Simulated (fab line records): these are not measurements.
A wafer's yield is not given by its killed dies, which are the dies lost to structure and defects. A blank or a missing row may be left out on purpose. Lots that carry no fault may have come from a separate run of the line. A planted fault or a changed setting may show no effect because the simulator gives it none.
Check of tool commonality | flow gf180mcu | 12 lots, 36 wafers sampled

WHY IT WAS OPENED
GF_NWELL_TW_MEAS_11, reading NWELL_TW: flagged on 2 of 12 lots. Fault-free wafers read 1561, with a standard deviation of 12.
Rule: a lot is flagged in two cases, either no wafer of it has a number, or all its wafers with numbers fall more than 4 standard deviations from that mean. As for the other lots, they are considered sound.

lot  | measured    | on           | NWELL_TW, wafer by wafer | flag
L625 | day 3 07:20 | filmMetro-04 | 1571 1575 1563           | 
L627 | day 3 19:28 | filmMetro-04 | 1567 1571 1572           | 
L630 | day 4 10:35 | filmMetro-02 | 1557 1550 1551           | 
L631 | day 4 16:50 | filmMetro-03 | 1551 1554 1551           | 
L632 | day 4 20:04 | filmMetro-04 | 1574 1570 1569           | 
L634 | day 5 09:26 | filmMetro-02 | 1541 1548 1547           | 
L635 | day 5 13:22 | filmMetro-02 | 1555 1564 1562           | 
L637 | day 6 00:34 | filmMetro-03 | 1561 1558 1573           | 
L639 | day 6 11:17 | filmMetro-03 | 2757 2775 2769           | FLAGGED
L640 | day 6 18:00 | filmMetro-04 | 1560 1555 1553           | 
L642 | day 7 04:17 | filmMetro-02 | 2727 2721 2715           | FLAGGED
L648 | day 8 15:08 | filmMetro-04 | 1576 1576 1578           | 
On average the flagged lots' numbers are 2744, which is +1183 against the usual, or +99 standard deviations.

WHICH TOOL RAN EACH LOT
Before the reading, the record contains 2 process steps out of a 602-step route. Each cell gives the tool, then ch followed by the chambers the sampled wafers passed through, then the start.
lot  | flag    | GF_STI_ETCH_13                   | GF_NWELL_IMPLANT_08
L625 |         | rieDiel-03 ch 1,2,3, day 2 02:09 | implanter-04 ch 0, day 3 06:56
L627 |         | rieDiel-03 ch 1,2,3, day 2 12:47 | implanter-02 ch 0, day 3 19:04
L630 |         | rieDiel-01 ch 0,2,3, day 3 02:40 | implanter-02 ch 0, day 4 10:11
L631 |         | rieDiel-03 ch 0,2,3, day 3 09:04 | implanter-02 ch 0, day 4 16:28
L632 |         | rieDiel-03 ch 0,2, day 3 13:33   | implanter-04 ch 0, day 4 19:40
L634 |         | rieDiel-03 ch 0,1,3, day 3 23:49 | implanter-01 ch 0, day 5 09:02
L635 |         | rieDiel-02 ch 1,2,3, day 4 04:48 | implanter-01 ch 0, day 5 12:58
L637 |         | rieDiel-02 ch 0,1,2, day 4 14:56 | implanter-01 ch 0, day 6 00:10
L639 | FLAGGED | rieDiel-02 ch 0,1, day 5 01:33   | implanter-01 ch 0, day 6 10:53
L640 |         | rieDiel-01 ch 0,1,3, day 5 07:30 | implanter-02 ch 0, day 6 17:37
L642 | FLAGGED | rieDiel-01 ch 1,2,3, day 5 17:13 | implanter-01 ch 0, day 7 03:53
L648 |         | rieDiel-01 ch 0,2,3, day 7 00:08 | implanter-02 ch 0, day 8 14:44
These steps, and what they do:
- GF_STI_ETCH_13: etches the open film in CHF3/O2, stops on Si, target depth 282.31 nm, time 112.9 s.
- GF_NWELL_IMPLANT_08
- GF_NWELL_TW_MEAS_11

FLAGGED AGAINST TOTAL, ONE TOOL AT A TIME (gauges that did the reading follow at the end)
step                | tool         | lots run | flagged | share of the flagged lots | sound lots run after its first flagged lot
GF_STI_ETCH_13      | rieDiel-01   | 4        | 1       | some                      | 1 (L648)
GF_STI_ETCH_13      | rieDiel-02   | 3        | 1       | some                      | 0
GF_STI_ETCH_13      | rieDiel-03   | 5        | 0       | none                      | -
GF_NWELL_IMPLANT_08 | implanter-01 | 5        | 2       | all                       | 0
GF_NWELL_IMPLANT_08 | implanter-02 | 5        | 0       | none                      | -
GF_NWELL_IMPLANT_08 | implanter-04 | 2        | 0       | none                      | -
GF_NWELL_TW_MEAS_11 | filmMetro-02 | 4        | 1       | some                      | 0
GF_NWELL_TW_MEAS_11 | filmMetro-03 | 3        | 1       | some                      | 0
GF_NWELL_TW_MEAS_11 | filmMetro-04 | 5        | 0       | none                      | -

WHAT IS ALLOWED BY THE TABLE
Rows of the table that ran each flagged lot: 1, that is implanter-01 at GF_NWELL_IMPLANT_08.
- implanter-01 at GF_NWELL_IMPLANT_08 ran 5 lots, 2 of them flagged. Last sound lot L637 at day 6 00:10, first flagged lot L639 at day 6 10:53; a fault beginning in between fits. Its own readings lie more than 4 standard deviations out on every wafer of the flagged lots: beamOnS, doseIonsCm2, faradayCurrentUA.
What remains is a single tool, implanter-01 at GF_NWELL_IMPLANT_08.

WHAT THE SIMULATOR PUT IN
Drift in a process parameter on implanter-01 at GF_NWELL_IMPLANT_08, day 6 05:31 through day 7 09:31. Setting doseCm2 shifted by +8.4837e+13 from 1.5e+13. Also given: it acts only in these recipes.
Struck lots among those shown: L639, L642. Same finding as the rule above.
